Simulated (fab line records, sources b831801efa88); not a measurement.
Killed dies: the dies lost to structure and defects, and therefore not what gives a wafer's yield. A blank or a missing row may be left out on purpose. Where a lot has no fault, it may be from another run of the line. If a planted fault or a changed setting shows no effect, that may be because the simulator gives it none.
Problem report in the 8D (eight disciplines) form, filled by code    flow gf180mcu    the parts of the form that need people (team, actions taken, sign-off) are left out

## 1. PROBLEM STATEMENT
Mean of heater power total W at GF_CONTACT_PEB_12: 86.82 W across 6 wafers in 2 lots; on wafers with no fault it is 85.70 W (standard deviation 0.075). Measured from the usual mean, that is +15 standard deviations.
The step: peb time 90 s.
First seen on wafer L338.1, day 20 08:58, on litho track-01. The record holds 42 wafers of 14 lots with a number at this step. By rule, "out" or "out of limits" means more than 4 standard deviations away from the usual mean. The rest of the wafers with a number are treated as sound.

## 2. WHAT IT IS, AND WHAT IT ISN'T
question                     is                                  is not
which readings at this step  heater power total W, plate temp C  -
which lots                   L338, L339                          L326, L327, L328, L329, L331, L336, L340, L343, L345, L346, L347, L348
which wafers of those lots   all that have a number              -
read on which tools          litho track-01                      litho track-03, litho track-04
when                         from day 20 08:58                   up to then (18 sound wafers); but 18 sound wafers of L340, L343, L345, L346, L347, L348 came after

## 3. THE SUSPECTS, EACH WITH WHAT RULES IT OUT
Counting: a tool stays on the suspect list if, at a process step up to the reading, it processed all lots that are out and no sound lot following the first of them.
- litho track-01 at GF_CONTACT_PEB_12 (peb time 90 s): kept. It processed each lot that is out, first L338 at day 20 08:58, and no sound lot thereafter; up to then, the last sound lot it processed was L336 at day 19 15:22. Its own heater power total W, plate temp C readings are out on those wafers.
Left after counting: litho track-01 at GF_CONTACT_PEB_12.

## 4. THE CAUSE (what the simulator had put in)
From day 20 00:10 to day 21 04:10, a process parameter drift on litho track-01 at GF_CONTACT_PEB_12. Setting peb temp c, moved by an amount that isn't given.
Only this tool survived the counting.

## 5. THE CHAIN OF EFFECTS, in route order
Each row: a reading whose mean over the struck wafers that have a number lies more than 3 standard deviations from the usual. Scope: only readings with a usual standard deviation given in the record; hours: median across lots of the time from each lot's start at the first step in this table that gives one to its start at this step; sigmas: change in usual standard deviations.
hours  step               reading               usual     on struck wafers  change  sigmas
0      GF_CONTACT_PEB_12  heater power total W  85.70 W   86.82             +1.12   +15
0      GF_CONTACT_PEB_12  plate temp C          135.00 C  136.44            +1.44   +10
The process steps in it:
- GF_CONTACT_PEB_12: peb time 90 s.

## 6. WHAT WOULD HAVE CAUGHT IT SOONER
9 hours passed between the start of the fault at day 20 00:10 and the first reading out of limits in this record, taken at day 20 08:58.
